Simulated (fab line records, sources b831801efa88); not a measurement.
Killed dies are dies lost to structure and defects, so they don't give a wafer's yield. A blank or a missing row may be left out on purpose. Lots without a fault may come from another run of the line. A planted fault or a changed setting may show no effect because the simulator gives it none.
A struck lot beside a sound one | flow sfq_line | 24 steps out of a route of 325
Sound: wafers L881.1, L881.2, L881.6. Struck: wafer L886.2. (L886.5, L886.6 of the same lot were not struck and are left out.) The cause comes at the end.
At each step with rows: each side's tool, then ch and its chambers, then its first start. Under that, the readings that differ: sound wafers | struck wafers | difference of the means | sigmas: that difference in standard deviations of wafers without a fault.
alike: readings whose means differ by less than 2 such deviations, and words and numbers that are the same on both sides. not compared: withheld readings, readings that some wafer has no value for, bounds like >300 that may hide the same value, and numbers for which the record gives no deviation and whose values overlap.
The two part at a step that has a row with sigmas, a row that says differs or no value, or rows on one side only. Numbers that don't overlap but have no deviation are shown without sigmas and don't part them. A reading that every wafer of one side lacks parts them only if that side has two wafers or more.

first, 6 steps without rows for these wafers: SFQ_TRILAYER_C5_LITHO_COAT_156 (resist thk 62 nm); SFQ_TRILAYER_C5_LITHO_COAT_151 (resist thk 650 nm); SFQ_TRILAYER_C5_LITHO_SOFTBAKE_155; SFQ_TRILAYER_C5_LITHO_EXPOSE_152 (exposes mask C5, target cd 500 nm); SFQ_TRILAYER_C5_LITHO_PEB_154 (peb time 60 s); SFQ_TRILAYER_C5_LITHO_DEVELOP_153 (time 60 s).
SFQ_C5_OVL_MEAS_937:
  sound on overlay-01, day 70 01:27; struck on overlay-01, day 70 18:31
  alike: C5_OVL
SFQ_TRILAYER_C5_BARC_OPEN_VIA_ETCH_210: etches BARC in O2, target depth 125 nm, time 41.7 s.
  sound on rie_diel-02 ch 1,3, day 70 01:29; struck on rie_diel-02 ch 1, day 70 18:32
  alike: drypump_motor_current_A, oes_product_au
  not compared: rf_hours_counter_h
SFQ_TRILAYER_C5_ETCH_VIA_ETCH_154: etches SiO2 in CHF3, stops on Nb, target depth 84 nm.
  sound on rie_diel-02 ch 1,3, day 70 01:32; struck on rie_diel-02 ch 1, day 70 18:35
  alike: drypump_motor_current_A, oes_product_au
SFQ_TRILAYER_C5_STRIP_STRIP_155: strips in O2.
  sound on rie_metal-01 ch 0,1, day 70 01:35; struck on rie_metal-01 ch 1, day 70 18:38
  alike: drypump_motor_current_A, oes_product_au
  not compared: rf_hours_counter_h
then, 2 steps without rows for these wafers: SFQ_TRILAYER_C5_STRIP_SOLV_CLEAN_156 (cleans in NMP, time 600 s); SFQ_TRILAYER_M6_DEP_PRE_CLEAN_158 (time 22.5 s).
SFQ_TRILAYER_M6_DEP_SPUTTER_157: material Nb, target thk 200 nm, time 133.3 s.
  sound on pvd_sputter-05, day 70 02:34; struck on pvd_sputter-06, day 70 19:26
  alike: chamber_pressure_pa, throttle_valve_pct
SFQ_M6_RS_MEAS_938: measures by four-point-probe.
  sound on film_metro-02, day 70 02:39; struck on film_metro-04, day 70 19:32
  reading           | sound             | struck | difference | sigmas
  M6_NB_RS (ohm/sq) | 0.888 0.895 0.885 | 1.293  | +0.404     | +46
then, 6 steps without rows for these wafers: SFQ_TRILAYER_M6_LITHO_COAT_164 (resist thk 62 nm); SFQ_TRILAYER_M6_LITHO_COAT_159 (resist thk 600 nm); SFQ_TRILAYER_M6_LITHO_SOFTBAKE_163; SFQ_TRILAYER_M6_LITHO_EXPOSE_160 (exposes mask M6, target cd 500 nm); SFQ_TRILAYER_M6_LITHO_PEB_162 (peb time 60 s); SFQ_TRILAYER_M6_LITHO_DEVELOP_161 (time 60 s).
-- the record jumps here: 4 days lie between the struck wafers' starts before and after --
SFQ_M6_OVL_MEAS_940:
  sound on overlay-01, day 74 01:04; struck on overlay-01, day 74 19:05
  alike: M6_OVL
SFQ_TRILAYER_M6_BARC_OPEN_METAL_ETCH_206: etches BARC in O2, target depth 125 nm, time 41.7 s.
  sound on rie_metal-02 ch 0,1, day 74 01:07; struck on rie_metal-02 ch 0, day 74 19:08
  alike: drypump_motor_current_A, oes_product_au
  not compared: rf_hours_counter_h
SFQ_TRILAYER_M6_ETCH_METAL_ETCH_162: etches Nb in Cl2/Ar, stops on SiO2, target depth 240 nm, time 120 s.
  sound on rie_metal-02 ch 0,1, day 74 01:10; struck on rie_metal-02 ch 0, day 74 19:16
  reading               | sound             | struck | difference | sigmas
  oes_product_au (a.u.) | 0.885 0.897 0.897 | 0.776  | -0.117     | -17
  alike: drypump_motor_current_A
  not compared: rf_hours_counter_h
SFQ_TRILAYER_M6_STRIP_STRIP_163: strips in O2.
  sound on rie_metal-02 ch 0,1, day 74 01:17; struck on rie_metal-02 ch 0, day 74 19:41
  alike: drypump_motor_current_A, oes_product_au
  not compared: rf_hours_counter_h

WHERE THEY PART
First at SFQ_M6_RS_MEAS_938; last, within this record, at SFQ_TRILAYER_M6_ETCH_METAL_ETCH_162. Later steps at which nothing parts them and some readings are alike: SFQ_TRILAYER_M6_STRIP_STRIP_163.

WHY: what the simulator had put in
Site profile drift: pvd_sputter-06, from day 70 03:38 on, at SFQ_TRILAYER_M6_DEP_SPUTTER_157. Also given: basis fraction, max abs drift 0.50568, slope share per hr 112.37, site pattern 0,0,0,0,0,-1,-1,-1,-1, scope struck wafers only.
